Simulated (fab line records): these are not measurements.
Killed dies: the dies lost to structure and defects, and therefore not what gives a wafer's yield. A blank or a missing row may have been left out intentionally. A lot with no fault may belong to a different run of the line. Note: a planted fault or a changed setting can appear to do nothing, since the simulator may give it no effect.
fab line records -- flow sky130
record lots=11, wafers=33, last_day=50
route steps=708 shown VIA3@587 METAL4@601 PAD_OPEN@708
lots that met no fault: taken from a fault-free run of the same line
start_h: hours from the record's opening day to when the first of the lot's shown wafers began -- wait_h: time in hours since the lot's previous step -- " the same as in the row above -- L1.1+2: one row covering several wafers at once -- - no value, or no start was given -- * or withheld: withheld -- < > ~ a bound
route shown NAME@n: names a module that has steps shown in the file, with the first one's number in the route -- usual: mean and standard deviation over wafers with no fault -- same: alike in all rows -- chamber/n: place in a boat -- sites: the reading at each site -- _std_site: their standard deviation -- _edge_site: outer sites' mean less inner sites' -- radius_mm: for every site, how far away it sits from the centre of the wafer -- mask NAME#n: copy n -- behind: the tool/chamber that last shaped the wafer -- hold: what put the lot on hold/how long, in hours/how the hold closed -- device: names the non-switching transistor (n, p or np) -- end of line: the same wafers' tests at the end of the route -- a step with no rows: only its recipe -- killed: not the wafer's yield, but the dies lost to structure and defects at the first sort -- map: a wafer's dies, x killed, . not, _ none there
set.NAME: the setting as run; set.NAME@STEP: as run at that earlier step -- model.NAME: the simulator's own value behind a step, which no gauge read
steps of the route over a sample of lots; a table a step, a row a wafer
services: a tool's chamber out of use, with start hour (start_h, from the record's first day; less than 0 if before it), hours out, and reason
## steps
# step SKY_VIA3_ETCH_14
# recipe chemistry=N2/H2, target=BARC, ion_energy_ev=200, source_w=500, bias_w=100, pressure_mtorr=30, n2_flow_sccm=100, h2_flow_sccm=200, stop_on=SiO2, time_s=45.9, target_depth_a=600
# usual drypump_motor_current_A=5.6/0.44, oes_product_au=0.854/0.0043, rf_fwd_power_W=494.7/2.4, throttle_valve_pct=13.225/0.0089
lot.wafer,tool,chamber,start_h,wait_h,drypump_motor_current_A,oes_product_au,rf_fwd_power_W,rf_hours_counter_h,throttle_valve_pct
L315.1,rie_diel-02,2,958.02,0.0,6.2,0.858,495.8,4,13.233
L315.3,rie_diel-02,3,958.02,0.0,5.6,0.855,493.4,15,13.226
L315.6,rie_diel-02,2,958.02,0.0,6.2,0.862,495.7,-,13.218
L317.1,rie_diel-03,3,983.62,0.0,5.4,0.851,494.6,19,13.229
L317.2,rie_diel-03,2,983.62,0.0,5.6,0.859,496.4,12,13.218
L317.5,rie_diel-03,1,983.62,0.0,5.5,0.853,495.3,-,13.217
L320.1,rie_diel-04,3,995.97,0.0,6.2,0.852,490.9,18,13.224
L320.2,rie_diel-04,2,995.97,0.0,5.4,0.861,496.2,14,13.235
L320.4,rie_diel-04,0,995.97,0.0,5.1,0.859,491.6,22,13.219
L321.3,rie_diel-04,2,1005.10,0.0,5.4,0.855,498.2,14,13.215
L321.4,rie_diel-04,3,1005.10,0.0,6.2,0.855,491.2,19,13.225
L321.6,rie_diel-04,1,1005.10,0.0,4.8,0.851,496.5,-,13.222
L322.1,rie_diel-02,2,1010.57,0.0,6.2,0.854,498.2,5,13.221
L322.4,rie_diel-02,0,1010.57,0.0,5.5,0.852,495.8,12,13.227
L322.6,rie_diel-02,3,1010.57,0.0,5.7,0.849,492.0,-,13.215
L323.1,rie_diel-04,3,1017.92,0.0,6.2,0.858,492.8,19,13.223
L323.4,rie_diel-04,1,1017.92,0.0,4.8,0.849,493.6,19,13.210
L323.5,rie_diel-04,0,1017.92,0.0,5.1,0.859,493.4,-,13.212
L324.2,rie_diel-04,3,1021.70,0.0,6.2,0.856,491.7,19,13.229
L324.3,rie_diel-04,0,1021.70,0.0,5.1,0.853,492.0,23,13.219
L324.5,rie_diel-04,1,1021.70,0.0,4.8,0.857,497.4,-,13.230
L325.1,rie_diel-03,3,1028.72,0.0,5.4,0.853,496.9,21,13.225
L325.2,rie_diel-03,2,1028.72,0.0,5.6,0.851,496.3,14,13.242
L325.3,rie_diel-03,0,1028.72,0.0,6.0,0.854,493.5,19,13.225
L329.2,rie_diel-03,1,1054.37,0.0,5.5,0.856,492.8,20,13.231
L329.3,rie_diel-03,0,1054.37,0.0,6.0,0.849,498.4,20,13.223
L329.6,rie_diel-03,2,1054.37,0.0,5.6,0.844,499.0,-,13.224
L332.2,rie_diel-04,2,1073.42,0.0,5.4,0.851,499.2,16,13.209
L332.3,rie_diel-04,3,1073.42,0.0,6.2,0.855,492.6,21,13.233
L332.4,rie_diel-04,0,1073.42,0.0,5.1,0.844,491.2,25,13.228
L333.1,rie_diel-04,2,1074.65,0.0,5.4,0.859,497.0,16,13.223
L333.3,rie_diel-04,3,1074.65,0.0,6.2,0.852,494.3,21,13.216
L333.4,rie_diel-04,0,1074.65,0.0,5.1,0.856,492.9,25,13.229
# step SKY_VIA3_CMP_24
# recipe stop_on=SiO2, t_overpolish_s=20, down_force_psi=3.5, platen_rpm=60, target_thk_nm=0, pad_velocity_m_s=0.94248
# usual motor_current_A=10.4/0.99, overpolish_run_s=19.999/0.0095, slurry_flow_ml_min=150.0/0.49, time_to_endpoint_s=94/4.2
lot.wafer,tool,chamber,start_h,wait_h,motor_current_A,overpolish_run_s,slurry_flow_ml_min,time_to_endpoint_s
L315.3,cmp-02,3,959.08,0.0,11.1,20.014,149.4,95
L315.1,cmp-02,2,959.08,0.0,9.2,20.006,149.9,99
L315.6,cmp-02,0,959.08,0.0,10.5,20.006,149.4,96
L317.2,cmp-01,1,984.73,0.1,8.4,20.003,150.0,92
L317.1,cmp-01,2,984.73,0.1,10.5,19.997,149.8,90
L317.5,cmp-01,0,984.73,0.1,11.3,20.000,150.1,85
L320.4,cmp-01,2,997.03,0.0,10.0,20.007,150.0,85
L320.1,cmp-01,3,997.03,0.0,11.1,20.009,150.9,91
L320.2,cmp-01,1,997.03,0.0,9.0,20.013,149.8,94
L321.3,cmp-01,0,1006.19,0.1,12.0,20.004,149.9,90
L321.4,cmp-01,3,1006.19,0.1,11.5,20.013,149.6,97
L321.6,cmp-01,0,1006.19,0.1,11.8,20.002,150.1,87
L322.1,cmp-01,3,1011.67,0.1,11.2,20.002,149.6,93
L322.4,cmp-01,0,1011.67,0.1,12.7,19.997,149.8,88
L322.6,cmp-01,0,1011.67,0.1,11.5,20.005,149.9,92
L323.1,cmp-02,3,1019.15,0.1,11.3,19.990,149.3,93
L323.4,cmp-02,1,1019.15,0.1,10.8,20.003,149.7,92
L323.5,cmp-02,3,1019.15,0.1,10.4,19.992,149.9,95
L324.3,cmp-02,2,1022.79,0.0,8.9,20.006,150.4,93
L324.2,cmp-02,3,1022.79,0.0,10.4,19.979,150.2,92
L324.5,cmp-02,2,1022.79,0.0,9.1,20.003,150.7,92
L325.3,cmp-02,1,1030.00,0.0,10.4,20.000,150.7,91
L325.1,cmp-02,2,1030.00,0.0,9.3,19.980,149.6,94
L325.2,cmp-02,3,1030.00,0.0,10.5,19.987,150.9,94
L329.2,cmp-01,1,1055.47,0.0,9.2,20.000,149.5,103
L329.3,cmp-01,3,1055.47,0.0,11.2,19.995,150.9,102
L329.6,cmp-01,2,1055.47,0.0,10.1,19.975,149.9,97
L332.4,cmp-02,2,1074.48,0.0,9.5,20.005,150.3,95
L332.2,cmp-02,3,1074.48,0.0,10.2,19.992,150.3,102
L332.3,cmp-02,0,1074.48,0.0,10.5,20.000,150.0,102
L333.3,cmp-02,1,1075.85,0.2,9.9,20.009,150.0,95
L333.1,cmp-02,2,1075.85,0.2,9.5,20.005,149.5,92
L333.4,cmp-02,3,1075.85,0.2,11.3,20.013,150.6,91
# step SKY_METAL4_SPUTTER_03
# recipe material=Ti, target_thk_nm=5, power_w=3000, time_s=3.3, chamber_pressure_pa=0.4
# usual cathode_dc_power_W=3000.0/0.51, throttle_valve_pct=29.5/0.84
lot.wafer,tool,chamber,start_h,wait_h,cathode_dc_power_W,throttle_valve_pct
L315.1,pvd_sputter-01,-,959.46,0.0,3000.9,32.1
L315.3,pvd_sputter-01,-,959.46,0.0,3000.1,29.8
L315.6,pvd_sputter-01,-,959.46,0.0,3000.1,32.2
L317.1,pvd_sputter-03,-,985.07,0.0,3000.4,29.9
L317.2,pvd_sputter-03,-,985.07,0.0,2999.8,28.9
L317.5,pvd_sputter-03,-,985.07,0.0,2999.9,28.8
L320.1,pvd_sputter-03,-,997.42,0.0,2998.7,28.7
L320.2,pvd_sputter-03,-,997.42,0.0,3000.1,29.7
L320.4,pvd_sputter-03,-,997.42,0.0,2999.9,28.9
L321.3,pvd_sputter-01,-,1006.58,0.0,2999.5,29.6
L321.4,pvd_sputter-01,-,1006.58,0.0,2999.9,28.5
L321.6,pvd_sputter-01,-,1006.58,0.0,3000.5,29.8
L322.1,pvd_sputter-01,-,1012.05,0.0,3000.5,32.3
L322.4,pvd_sputter-01,-,1012.05,0.0,2999.8,29.4
L322.6,pvd_sputter-01,-,1012.05,0.0,2999.8,29.8
L323.1,pvd_sputter-03,-,1019.49,0.0,2999.6,29.9
L323.4,pvd_sputter-03,-,1019.49,0.0,3000.1,28.9
L323.5,pvd_sputter-03,-,1019.49,0.0,2999.6,28.6
L324.2,pvd_sputter-01,-,1023.18,0.0,2999.6,29.4
L324.3,pvd_sputter-01,-,1023.18,0.0,2877.6,32.1
L324.5,pvd_sputter-01,-,1023.18,0.0,3000.8,28.7
L325.1,pvd_sputter-04,-,1030.39,0.0,3000.8,29.9
L325.2,pvd_sputter-04,-,1030.39,0.0,3000.2,29.2
L325.3,pvd_sputter-04,-,1030.39,0.0,3000.4,29.0
L329.2,pvd_sputter-01,-,1055.86,0.0,3000.8,29.5
L329.3,pvd_sputter-01,-,1055.86,0.0,2877.1,32.1
L329.6,pvd_sputter-01,-,1055.86,0.0,3000.1,29.7
L332.2,pvd_sputter-03,-,1074.86,0.0,3000.0,30.0
L332.3,pvd_sputter-03,-,1074.86,0.0,2999.5,28.9
L332.4,pvd_sputter-03,-,1074.86,0.0,2999.6,29.6
L333.1,pvd_sputter-04,-,1076.24,0.0,3000.3,29.2
L333.3,pvd_sputter-04,-,1076.24,0.0,2999.9,29.1
L333.4,pvd_sputter-04,-,1076.24,0.0,3000.2,30.3
# step SKY_METAL4_SPUTTER_04
# recipe material=TiN, target_thk_nm=70, power_w=6500, time_s=58.3, chamber_pressure_pa=0.4
# usual cathode_dc_power_W=6500.0/1.2, throttle_valve_pct=29.5/0.87
lot.wafer,tool,chamber,start_h,wait_h,cathode_dc_power_W,throttle_valve_pct
L315.1,pvd_sputter-01,-,959.48,0.0,6500.6,32.2
L315.3,pvd_sputter-01,-,959.48,0.0,6498.5,29.7
L315.6,pvd_sputter-01,-,959.48,0.0,6499.8,32.1
L317.1,pvd_sputter-03,-,985.09,0.0,6497.8,29.8
L317.2,pvd_sputter-03,-,985.09,0.0,6501.2,28.8
L317.5,pvd_sputter-03,-,985.09,0.0,6498.6,28.7
L320.1,pvd_sputter-03,-,997.44,0.0,6497.3,28.8
L320.2,pvd_sputter-03,-,997.44,0.0,6500.3,29.5
L320.4,pvd_sputter-03,-,997.44,0.0,6502.6,28.8
L321.3,pvd_sputter-01,-,1006.60,0.0,6501.5,29.2
L321.4,pvd_sputter-01,-,1006.60,0.0,6499.2,28.4
L321.6,pvd_sputter-01,-,1006.60,0.0,6501.0,29.5
L322.1,pvd_sputter-01,-,1012.07,0.0,6502.1,32.4
L322.4,pvd_sputter-01,-,1012.07,0.0,6500.1,29.5
L322.6,pvd_sputter-01,-,1012.07,0.0,6499.4,29.7
L323.1,pvd_sputter-03,-,1019.51,0.0,6497.5,29.7
L323.4,pvd_sputter-03,-,1019.51,0.0,6499.0,28.8
L323.5,pvd_sputter-03,-,1019.51,0.0,6499.0,28.9
L324.2,pvd_sputter-01,-,1023.20,0.0,6498.5,29.4
L324.3,pvd_sputter-01,-,1023.20,0.0,6502.0,32.4
L324.5,pvd_sputter-01,-,1023.20,0.0,6501.2,28.3
L325.1,pvd_sputter-04,-,1030.40,0.0,6501.7,30.3
L325.2,pvd_sputter-04,-,1030.40,0.0,6501.3,29.3
L325.3,pvd_sputter-04,-,1030.40,0.0,6498.5,29.2
L329.2,pvd_sputter-01,-,1055.88,0.0,6500.7,29.8
L329.3,pvd_sputter-01,-,1055.88,0.0,6500.0,32.3
L329.6,pvd_sputter-01,-,1055.88,0.0,6499.9,29.6
L332.2,pvd_sputter-03,-,1074.88,0.0,6499.6,29.7
L332.3,pvd_sputter-03,-,1074.88,0.0,6500.2,29.1
L332.4,pvd_sputter-03,-,1074.88,0.0,6501.9,29.7
L333.1,pvd_sputter-04,-,1076.26,0.0,6499.5,29.1
L333.3,pvd_sputter-04,-,1076.26,0.0,6497.7,29.3
L333.4,pvd_sputter-04,-,1076.26,0.0,6499.1,30.4
# step SKY_PAD_OPEN_PROBE_99
# usual defect_limited_yield=82.6/1.9, killed_at_M0_to_M3=43/6.9, killed_at_M4_up=3.2/2, killed_at_contacts=25/5.1, killed_at_front_end=15/4.5, killed_at_other=0.2/0.51, killed_dies=85/9.5, killed_open=48/6.9, killed_short=38/6.7, sort_bin_3_pad_short=0.8/0.4, sort_bin_5_function=10.2/1.6, sort_bin_6_memory=6.4/1.1, sort_n_pass=407/9.5, sort_yield_pct=82.6/1.9
# same gross_dies=492, killed_at_back_side=0, sort_bin_4_leakage[%]=0, sort_bin_8_speed[%]=0
lot.wafer,tool,chamber,start_h,wait_h,defect_limited_yield[%],killed_at_M0_to_M3,killed_at_M4_up,killed_at_contacts,killed_at_front_end,killed_at_other,killed_dies,killed_open,killed_short,sort_bin_3_pad_short[%],sort_bin_5_function[%],sort_bin_6_memory[%],sort_n_pass,sort_yield_pct[%]
L321.3,prober-01,-,1139.44,0.2,83.5,44,7,20,10,0,81,43,38,0.2,11.2,5.1,411,83.5
L321.4,prober-01,-,1139.49,0.2,80.5,43,6,26,21,0,96,58,38,0.8,10.2,8.5,396,80.5
L321.6,prober-01,-,1139.59,0.2,78.9,60,2,27,15,0,104,56,48,1.0,12.2,7.9,388,78.9
L322.1,prober-02,-,1144.13,0.1,82.9,38,2,24,20,0,84,48,36,0.6,8.7,7.7,408,82.9
L322.4,prober-02,-,1144.28,0.2,82.7,39,4,29,13,0,85,37,48,1.0,11.0,5.3,407,82.7
L322.6,prober-02,-,1144.38,0.2,79.1,52,5,29,17,0,103,53,50,0.4,13.6,6.9,389,79.1
L324.2,prober-02,-,1152.52,0.1,86.4,39,1,16,10,1,67,31,36,1.0,7.1,5.5,425,86.4
L324.3,prober-02,-,1152.57,0.2,82.1,43,2,29,14,0,88,56,32,1.0,11.8,5.1,404,82.1
L324.5,prober-02,-,1152.67,0.2,85.0,47,6,14,7,0,74,41,33,0.4,8.5,6.1,418,85.0
L325.1,prober-01,-,1159.22,0.1,82.3,50,1,24,11,1,87,38,49,0.6,9.3,7.7,405,82.3
L325.2,prober-01,-,1159.27,0.1,83.1,50,2,22,9,0,83,48,35,1.6,9.1,6.1,409,83.1
L325.3,prober-01,-,1159.32,0.2,82.1,53,1,24,10,0,88,47,41,0.8,11.2,5.9,404,82.1
L329.2,prober-01,-,1178.01,0.1,82.9,57,2,14,11,0,84,45,39,0.2,10.0,6.9,408,82.9
L329.3,prober-01,-,1178.06,0.2,81.9,46,8,21,14,0,89,40,49,0.8,11.6,5.7,403,81.9
L329.6,prober-01,-,1178.21,0.2,84.1,38,2,28,9,1,78,47,31,1.0,8.5,6.3,414,84.1
# killed by level:class
L321.3 VIA1:geometric_particle:open=10 CONTACT:geometric_particle:open=7 VIA3:geometric_particle:open=7 METAL2:geometric_particle:short=6 METAL4:geometric_particle:short=5 LOCAL_INTERCONNECT:geometric_particle:short=5 CONTACT:geometric_particle:short=5 VIA1:geometric_particle:short=4
L321.4 VIA1:geometric_particle:open=13 CONTACT:geometric_particle:open=10 VIA3:geometric_particle:open=9 FIELD_ISO:geometric_particle:short=8 LI_CONTACT:geometric_particle:open=8 FIELD_ISO:geometric_particle:open=5 METAL4:geometric_particle:short=5 METAL2:geometric_particle:short=5
L321.6 VIA1:geometric_particle:open=19 VIA2:geometric_particle:open=11 LI_CONTACT:geometric_particle:open=7 CONTACT:geometric_particle:open=7 CONTACT:geometric_particle:short=7 FIELD_ISO:geometric_particle:short=6 METAL3:geometric_particle:short=6 LOCAL_INTERCONNECT:geometric_particle:short=5
L322.1 VIA1:geometric_particle:open=10 LI_CONTACT:geometric_particle:open=8 METAL1:geometric_particle:short=7 FIELD_ISO:geometric_particle:open=6 POLY_GATE:geometric_particle:open=5 CONTACT:geometric_particle:open=5 FIELD_ISO:geometric_particle:short=4 METAL2:geometric_particle:short=4
L322.4 LI_CONTACT:geometric_particle:open=11 VIA1:geometric_particle:short=10 LOCAL_INTERCONNECT:geometric_particle:short=7 METAL1:geometric_particle:short=6 CONTACT:geometric_particle:open=5 METAL2:geometric_particle:short=5 VIA2:geometric_particle:open=5 VIA3:geometric_particle:open=5
L322.6 VIA1:geometric_particle:open=10 METAL1:geometric_particle:short=9 CONTACT:geometric_particle:open=8 LI_CONTACT:geometric_particle:open=7 VIA1:geometric_particle:short=6 METAL2:geometric_particle:short=6 VIA2:geometric_particle:open=6 VIA3:geometric_particle:open=5
L324.2 METAL2:geometric_particle:short=9 CONTACT:geometric_particle:open=6 LOCAL_INTERCONNECT:geometric_particle:short=5 VIA1:geometric_particle:short=5 POLY_GATE:geometric_particle:open=4 VIA2:geometric_particle:open=4 LI_CONTACT:geometric_particle:open=4 METAL1:geometric_particle:short=4
L324.3 VIA1:geometric_particle:open=15 CONTACT:geometric_particle:open=12 VIA3:geometric_particle:open=8 LI_CONTACT:geometric_particle:open=8 METAL2:geometric_particle:short=6 FIELD_ISO:geometric_particle:open=4 FIELD_ISO:geometric_particle:short=3 LI_CONTACT:geometric_particle:short=3
L324.5 VIA1:geometric_particle:open=11 VIA1:geometric_particle:short=7 VIA3:geometric_particle:open=6 CONTACT:geometric_particle:open=5 METAL2:geometric_particle:short=5 VIA2:geometric_particle:open=5 FIELD_ISO:geometric_particle:open=4 LI_CONTACT:geometric_particle:open=4
L325.1 VIA3:geometric_particle:open=8 VIA1:geometric_particle:short=7 CONTACT:geometric_particle:short=7 VIA2:geometric_particle:open=7 LI_CONTACT:geometric_particle:open=6 METAL2:geometric_particle:short=6 VIA2:geometric_particle:short=5 METAL1:geometric_particle:short=5
L325.2 LI_CONTACT:geometric_particle:open=9 VIA1:geometric_particle:open=9 VIA1:geometric_particle:short=8 VIA3:geometric_particle:open=7 CONTACT:geometric_particle:open=6 METAL1:geometric_particle:short=6 METAL2:geometric_particle:short=5 VIA2:geometric_particle:short=5
L325.3 VIA1:geometric_particle:open=12 CONTACT:geometric_particle:open=11 METAL2:geometric_particle:short=9 METAL1:geometric_particle:short=8 VIA3:geometric_particle:open=7 LI_CONTACT:geometric_particle:open=5 VIA1:geometric_particle:short=5 POLY_GATE:geometric_particle:short=4
L329.2 VIA3:geometric_particle:open=10 METAL1:geometric_particle:short=8 METAL2:geometric_particle:short=8 VIA1:geometric_particle:open=7 VIA1:geometric_particle:short=6 VIA2:geometric_particle:open=6 FIELD_ISO:geometric_particle:open=5 LI_CONTACT:geometric_particle:open=5
L329.3 VIA1:geometric_particle:open=10 CONTACT:geometric_particle:open=7 METAL1:geometric_particle:short=7 VIA2:geometric_particle:open=6 METAL4:geometric_particle:short=6 FIELD_ISO:geometric_particle:short=5 POLY_GATE:geometric_particle:short=5 VIA3:geometric_particle:short=5
L329.6 LI_CONTACT:geometric_particle:open=12 VIA1:geometric_particle:open=12 CONTACT:geometric_particle:open=9 METAL2:geometric_particle:short=6 METAL1:geometric_particle:short=5 VIA2:geometric_particle:open=4 POLY_GATE:geometric_particle:short=3 CONTACT:geometric_particle:short=3
## services
tool,chamber,start_h,hours,kind
rie_diel-04,-,937.51,0.9,repair
cmp-02,-,945.85,0.9,repair
pvd_sputter-04,-,957.61,5.4,repair
rie_diel-03,1,960.12,7.7,repair
rie_diel-02,-,962.77,14.6,pm
cmp-02,-,966.06,0.7,repair
cmp-02,-,992.66,11.0,pm
pvd_sputter-04,-,1001.08,3.2,repair
cmp-02,-,1013.85,0.6,repair
cmp-01,-,1016.67,0.7,repair
cmp-01,-,1035.62,0.4,repair
rie_diel-04,2,1046.96,8.3,repair
cmp-01,-,1055.95,1.0,repair
cmp-01,-,1060.53,0.9,repair
rie_diel-02,1,1065.03,5.0,repair
## key
first_sign step=SKY_METAL4_SPUTTER_03, reading=cathode_dc_power_W, direction=down, sigmas=99+, usual=3000.0, struck=2877.4
effect none on later readings
met_at SKY_METAL4_SPUTTER_03
struck_lots L324,L329
struck_wafers L324.3,L329.3
not_acting_at SKY_VIA3_ETCH_14,SKY_VIA3_CMP_24,SKY_METAL4_SPUTTER_04
onset_between 1012.05 1023.18
fault kind=process_parameter_drift, tool=pvd_sputter-01, chamber=-, onset_h=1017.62, steps=SKY_METAL4_SPUTTER_03, channel=power_w, offset=*, shape=step, end_h=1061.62, acts_in=*, stated=*, scope=struck_wafers_only
